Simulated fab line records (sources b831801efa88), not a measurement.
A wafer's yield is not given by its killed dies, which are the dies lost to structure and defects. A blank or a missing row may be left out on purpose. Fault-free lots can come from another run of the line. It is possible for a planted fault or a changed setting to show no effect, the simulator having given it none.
One fault through the eyes of 2 desks + flow gf180mcu + each desk holds nothing but its own numbers, with what lay behind them at the end

== THE METROLOGY DESK ==
What the gauges read for every lot (on any tool): the sampled wafers with a number, averaged. Marked OUT: a lot whose mean sits more than 4 standard deviations from the usual mean, which makes it out of limits; the brackets give that distance.
Columns: A = STI_CVD_03_THK at GF_STI_THK_MEAS_04, usual 207.2 nm; B = V1_CVD_00_THK at GF_V1_THK_MEAS_01, usual 598 nm
| lot  | first seen here | A               | B   |
|------|-----------------|-----------------|-----|
| L352 | day 1 23:34     | 208.7           | 610 |
| L353 | day 2 05:11     | 206.5           | 603 |
| L354 | day 2 09:34     | 211.5           | 592 |
| L355 | day 2 14:38     | 208.5           | 597 |
| L359 | day 3 12:26     | 207.7           | 601 |
| L360 | day 3 15:45     | 206.1           | 593 |
| L361 | day 3 20:34     | 154.5 (-31) OUT | 596 |
| L362 | day 4 02:12     | 154.0 (-31) OUT | 605 |
| L364 | day 4 12:12     | 210.5           | 590 |
| L365 | day 4 16:34     | 152.1 (-32) OUT | 607 |
| L369 | day 5 15:08     | 205.6           | 595 |
| L373 | day 6 08:59     | 206.3           | 587 |
Per this desk, out of limits: L361, L362, L365; the first was L361, day 3 20:34 (STI_CVD_03_THK at GF_STI_THK_MEAS_04). L352, L353, L354, L355, L359, L360, L364, L369, L373: within limits.

== FOR THE TOOL OWNER'S DESK: lpcvd-01 ==
The tool's own readings at GF_STI_CVD_03 (deposits Si3N4 from DCS/NH3, target thk 207.16 nm, time 3551 s): means of the sampled wafers that have a number, for each lot that ran on this tool. Marked OUT: a lot whose mean sits more than 4 standard deviations from the usual mean, which makes it out of limits; the brackets give that distance.
Columns: A = pressure mtorr at GF_STI_CVD_03, usual 249.9 mTorr; B = spike tc lower C at GF_STI_CVD_03, usual 770.9 C; C = zone power lower pct at GF_STI_CVD_03, usual 13.0 %; D = zone power upper pct at GF_STI_CVD_03, usual 12.0 %
| lot  | first seen here | A     | B     | C    | D    |
|------|-----------------|-------|-------|------|------|
| L353 | day 2 03:11     | 249.9 | 769.5 | 11.5 | 12.4 |
| L354 | day 2 07:35     | 249.8 | 772.2 | 14.3 | 12.6 |
| L355 | day 2 12:39     | 249.7 | 772.8 | 14.4 | 12.7 |
| L361 | day 3 18:35     | 249.6 | 772.9 | 14.3 | 12.6 |
| L362 | day 4 00:13     | 250.1 | 773.1 | 14.4 | 12.5 |
| L365 | day 4 14:34     | 250.5 | 772.6 | 14.3 | 12.6 |
Finding of this desk: none of the 6 lots has anything out of limits.

== TAKEN TOGETHER ==
At day 3 20:34 the metrology desk could have sounded an alarm, on L361, L362, L365.
The tool owner's desk saw nothing out of limits.
The tool owner's desk has L361, L362, L365 on record, within its limits.
Of the lots named, all ran GF_STI_CVD_03 on lpcvd-01.

== WHAT THE SIMULATOR HAD PUT IN ==
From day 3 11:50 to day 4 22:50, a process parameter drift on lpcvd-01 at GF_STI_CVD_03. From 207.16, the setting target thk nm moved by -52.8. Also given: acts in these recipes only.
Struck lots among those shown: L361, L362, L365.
Time in hours between the start of the fault and the first out-of-limits reading at each desk: metrology desk, 9.
